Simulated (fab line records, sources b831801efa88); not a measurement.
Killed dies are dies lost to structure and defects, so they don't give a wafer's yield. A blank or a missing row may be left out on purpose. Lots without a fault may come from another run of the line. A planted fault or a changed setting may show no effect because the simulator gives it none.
Which tool did it? | flow sky130 | 6 lots, 18 wafers sampled, at 2 steps of a route of 708

WHAT THE GAUGES READ, wafer by wafer
SKY_LDD_HVP_OVL_MEAS_07.
lot  | measured     | on         | LDD_HVP_OVL (nm)
L193 | day 22 12:44 | overlay-01 | 1.8 3.1 1.7
L195 | day 23 05:38 | overlay-02 | 1.1 0.3 1.3
L197 | day 24 00:05 | overlay-01 | 0.1 1.9 0.5
L199 | day 24 09:50 | overlay-02 | 1.6 2.6 1.4
L201 | day 25 06:41 | overlay-01 | 2.3 -0.1 2.0
L205 | day 26 18:35 | overlay-02 | - - -

WHICH TOOL RAN EACH LOT (tool, then ch and the chambers of the sampled wafers, then the start)
lot  | SKY_LDD_HVP_EXPOSE_04
L193 | iline_stepper-02 ch 0, day 21 22:20
L195 | iline_stepper-02 ch 0, day 22 14:22
L197 | iline_stepper-02 ch 0, day 23 08:58
L199 | iline_stepper-02 ch 0, day 23 18:51
L201 | iline_stepper-01 ch 0, day 24 16:02
L205 | iline_stepper-01 ch 0, day 26 04:33
- SKY_LDD_HVP_EXPOSE_04: exposes mask HVPTM, target cd 700 nm.

THE ANSWER, worked out from the rows above alone
Rule: what is usual is taken from the lots themselves. Put in order of their means at a reading, lots are off if they are a third of the lots or fewer, leave a main group of 4 or more, and stand apart from it by a gap of 3 or more times the standard deviation of the main group's means; of several such gaps the widest counts. A main group whose means are all the same, to the digits that the tables above print for the reading, isn't used. A lot without any number at a reading at which 4 lots or more have one is off too. The other lots that the step has rows for count as sound.
Off: L205, at SKY_LDD_HVP_OVL_MEAS_07 (LDD_HVP_OVL). Without a number there: L205. The main group: mean 1.4 nm, standard deviation 0.53.
A tool fits if, at a process step before that reading, it ran every lot that is off, and no sound lot after the first of them. The gauges at SKY_LDD_HVP_OVL_MEAS_07 are tried like those tools. Can't be told from this: 2 tools fit, iline_stepper-01 at SKY_LDD_HVP_EXPOSE_04, overlay-02 at SKY_LDD_HVP_OVL_MEAS_07.

WHAT THE SIMULATOR HAD PUT IN
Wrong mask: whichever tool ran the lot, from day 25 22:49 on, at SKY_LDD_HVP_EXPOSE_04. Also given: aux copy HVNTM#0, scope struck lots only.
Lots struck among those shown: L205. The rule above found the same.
